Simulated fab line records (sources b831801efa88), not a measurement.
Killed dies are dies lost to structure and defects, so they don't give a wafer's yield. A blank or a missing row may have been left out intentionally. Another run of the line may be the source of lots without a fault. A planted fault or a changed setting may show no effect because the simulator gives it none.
A lot that was struck, set against a sound lot / flow sky130 / 18 out of 708 route steps
Sound: wafers L782.1, L782.2, L782.5. Struck: wafer L795.5 (L795.3, L795.4, from the same lot, were not struck and are left out); the cause is given at the end.
Each step with rows lists, per side, the tool, then ch with its chambers, then its first start. Under that, the readings that differ: sound wafers / struck wafers / difference of the means / sigmas: that difference in standard deviations of wafers without a fault.
alike: readings with means less than 2 such deviations apart, plus words and numbers identical on both sides. not compared: withheld readings, readings lacking a value on some wafer, bounds such as >300 that could conceal the same value, and numbers that have no deviation in the record and whose values overlap.
Wherever a step has rows on one side only, a row that says differs or no value, or a row with sigmas, the two part there. Numbers that have no deviation but don't overlap get no sigmas and don't part them. Lack of a reading on every wafer of one side parts them only where that side has two or more wafers.

first, 1 step without rows for these wafers: SKY_LDD_P_DEVELOP_06 (develop time 60 s).
SKY_LDD_P_CD_MEAS_07 targets a cd of 380 nm.
  sound: cd sem-02 at day 20 21:10; struck: cd sem-02 at day 25 09:45
reading=cd nm (nm); sound=375.1 375.1 373.8; struck=381.1; difference=+6.4; sigmas=+2
SKY_LDD_P_OVL_MEAS_08:
  sound: overlay-02 at day 20 21:17; struck: overlay-01 at day 25 09:50
  alike: LDD_P_OVL
after that, 1 step had no rows for these wafers: SKY_LDD_P_IMPLANT_09.
SKY_LDD_P_STRIP_10: strips in O2/N2.
  sound on plasma asher-03 ch 0,1, day 20 21:28; struck on plasma asher-01 ch 1, day 25 10:03
  alike: drypump motor current A, oes product au, strip time to endpoint s
  not compared: rf hours counter h
SKY_LDD_P_TW_MEAS_11:
  sound: film metro-02 at day 20 21:34; struck: film metro-04 at day 25 10:08
  alike: LDD_P_TW
then, 6 steps without rows for these wafers: SKY_LDD_HVN_DEHYDRATE_00 (time 60 s); SKY_LDD_HVN_HMDS_01 (prime time 60 s); SKY_LDD_HVN_COAT_02 (resist thk 300 nm); SKY_LDD_HVN_SOFTBAKE_03 (time 60 s); SKY_LDD_HVN_EXPOSE_04 (exposes mask HVNTM, target cd 700 nm); SKY_LDD_HVN_PEB_05.
SKY_LDD_HVN_DEVELOP_06: develop time 60 s.
  sound on litho track-01 ch 0, day 22 03:31; struck on litho track-03 ch 0, day 26 15:13
reading=resist line temp C (C); sound=22.91 22.87 22.84; struck=23.23; difference=+0.36; sigmas=+4
  alike: exhaust pa
SKY_LDD_HVN_OVL_MEAS_07:
  sound: overlay-01 at day 22 03:40; struck: overlay-02 at day 26 15:19
  alike: LDD_HVN_OVL
after that, 1 step had no rows for these wafers: SKY_LDD_HVN_IMPLANT_08.
SKY_LDD_HVN_STRIP_09: strips in O2/N2.
  sound on plasma asher-03 ch 0,1, day 22 03:51; struck on plasma asher-04 ch 0, day 26 15:32
  alike: drypump motor current A, oes product au, strip time to endpoint s
  not compared: rf hours counter h
SKY_LDD_HVN_TW_MEAS_10:
  sound: film metro-01 at day 22 03:57; struck: film metro-01 at day 26 15:37
reading=LDD_HVN_TW; sound=1427 1437 1420; struck=365; difference=-1063; sigmas=-63
then, 1 step without rows for these wafers: SKY_LDD_HVP_DEHYDRATE_00 (time 60 s).

WHERE THEY PART
At SKY_LDD_P_CD_MEAS_07 first; at SKY_LDD_HVN_TW_MEAS_10 last (within this record only).

WHY: what the simulator had put in
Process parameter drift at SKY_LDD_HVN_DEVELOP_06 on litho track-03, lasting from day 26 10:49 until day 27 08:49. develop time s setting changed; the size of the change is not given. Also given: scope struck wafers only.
